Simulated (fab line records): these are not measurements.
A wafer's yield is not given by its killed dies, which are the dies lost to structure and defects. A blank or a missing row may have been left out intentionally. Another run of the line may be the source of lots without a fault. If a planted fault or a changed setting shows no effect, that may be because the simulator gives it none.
Chamber matching -- flow gf180mcu -- GF_V3_CVD_02 on pecvd-04 has 3 sister chambers
The step deposits SiO2 from TEOS, target thk 850 nm, time 94.851 s. 6 wafers are shown with their chamber, then 11 later ones without.

WAFERS WITH THEIR CHAMBER
wafer,chamber,heater power w (W)
L086.3,2,616
L087.4,2,578
L088.3,0,588
L088.4,1,581
L088.5,0,633
L089.1,1,723

WAFERS WHOSE CHAMBER IS MISSING
wafer,heater power w (W)
L089.2,613
L089.3,583
L089.4,646
L089.5,643
L089.6,761
L090.3,633
L090.5,690
L090.6,657
L093.2,716
L093.3,673
L093.5,613

EACH ONE'S CHAMBER
wafer,from the rows above,in truth
L089.2,can't be placed: 0 or 2 or 1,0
L089.3,can't be placed: 2 or 0 or 1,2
L089.4,can't be placed: 1 or 0 or 2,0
L089.5,can't be placed: 1 or 0 or 2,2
L089.6,can't be placed: 1 or 0 or 2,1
L090.3,can't be placed: 1 or 0 or 2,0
L090.5,can't be placed: 1 or 0 or 2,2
L090.6,can't be placed: 1 or 0 or 2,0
L093.2,can't be placed: 1 or 0 or 2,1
L093.3,can't be placed: 1 or 0 or 2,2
L093.5,can't be placed: 0 or 2 or 1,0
Correctly placed: 0 of 11. These rows do not allow placing 11 (true chamber among the candidates in 11). Wrongly placed: 0.
How it was worked out, from the rows above alone: a wafer's distance from a chamber is the root of the sum, over the readings, of the square of ((its reading less the chamber's mean) divided by the reading's scatter). The wafer belongs to the nearest chamber; if the next one is less than 2 further off, it can't be placed. The mean given for a chamber averages the wafers shown for that chamber. The scatter is the square root of a quotient: the sum, over the shown wafers, of each reading's squared deviation from its chamber's mean, divided by wafers minus chambers.
